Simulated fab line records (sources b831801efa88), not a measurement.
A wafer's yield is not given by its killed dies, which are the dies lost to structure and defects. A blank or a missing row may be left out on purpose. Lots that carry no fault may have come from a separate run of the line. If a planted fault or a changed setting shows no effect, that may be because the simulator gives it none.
Which tool did it? :: flow gf180mcu :: 6 lots with 18 wafers sampled at 2 steps, on a route of 602 steps

WHAT THE GAUGES SHOWED, per wafer
GF_HV_LDD_RS_MEAS_53: measurement is done with a four-point probe.
lot: L772
measured: day 13 18:34
on: film metro-01
HV_LDD_RS (ohm/sq): 419.4 420.1 421.2

lot: L775
measured: day 14 08:46
on: film metro-03
HV_LDD_RS (ohm/sq): 418.1 418.3 417.6

lot: L780
measured: day 16 03:05
on: film metro-03
HV_LDD_RS (ohm/sq): 418.7 418.3 419.3

lot: L782
measured: day 16 15:18
on: film metro-01
HV_LDD_RS (ohm/sq): 424.1 423.4 422.8

lot: L790
measured: day 19 08:16
on: film metro-01
HV_LDD_RS (ohm/sq): 416.8 417.8 416.8

lot: L792
measured: day 20 01:22
on: film metro-04
HV_LDD_RS (ohm/sq): 418.7 419.3 418.4

EACH LOT AND THE TOOL THAT RAN IT (in order: tool; ch and the chambers of the sampled wafers; start)
lot: L772
GF_HV_LDD_IMPLANT_36: implanter-03 ch 0, day 12 22:34

lot: L775
GF_HV_LDD_IMPLANT_36: implanter-04 ch 0, day 13 11:20

lot: L780
GF_HV_LDD_IMPLANT_36: implanter-02 ch 0, day 15 04:25

lot: L782
GF_HV_LDD_IMPLANT_36: implanter-02 ch 0, day 15 16:32

lot: L790
GF_HV_LDD_IMPLANT_36: implanter-03 ch 0, day 18 07:25

lot: L792
GF_HV_LDD_IMPLANT_36: implanter-03 ch 0, day 19 00:43
- GF_HV_LDD_IMPLANT_36

THE ANSWER, worked out from the rows above alone
Rule: usual is defined by the lots themselves. Put in order of their means at a reading, lots are off if they are a third of the lots or fewer, leave a main group of 4 or more, and stand apart from it by a gap of 3 or more times the standard deviation of the main group's means; of several such gaps the widest counts. A main group whose means are all the same, to the digits that the tables above print for the reading, isn't used. Also off: a lot with no number at a reading for which 4 or more lots have one. All remaining lots with rows at the step are treated as sound.
Off: L782, at GF_HV_LDD_RS_MEAS_53 (HV_LDD_RS). For the main group the mean is 418.6 ohm/sq and the standard deviation 1.
If a tool, at a process step before that reading, ran all the lots that are off and no sound lot after the first of them, it fits. Gauges at GF_HV_LDD_RS_MEAS_53: tried the same way as those tools. One candidate fits, namely implanter-02 at GF_HV_LDD_IMPLANT_36. A fault onset in the window from L780 (day 15 04:25, its last sound lot) to L782 (day 15 16:32, its first lot off) fits.

WHAT WAS PUT IN BY THE SIMULATOR
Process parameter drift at GF_HV_LDD_IMPLANT_36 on implanter-02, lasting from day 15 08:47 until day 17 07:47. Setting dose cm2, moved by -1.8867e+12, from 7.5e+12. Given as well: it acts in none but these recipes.
Shown lots that were struck: L782. The rule above reached the same finding.
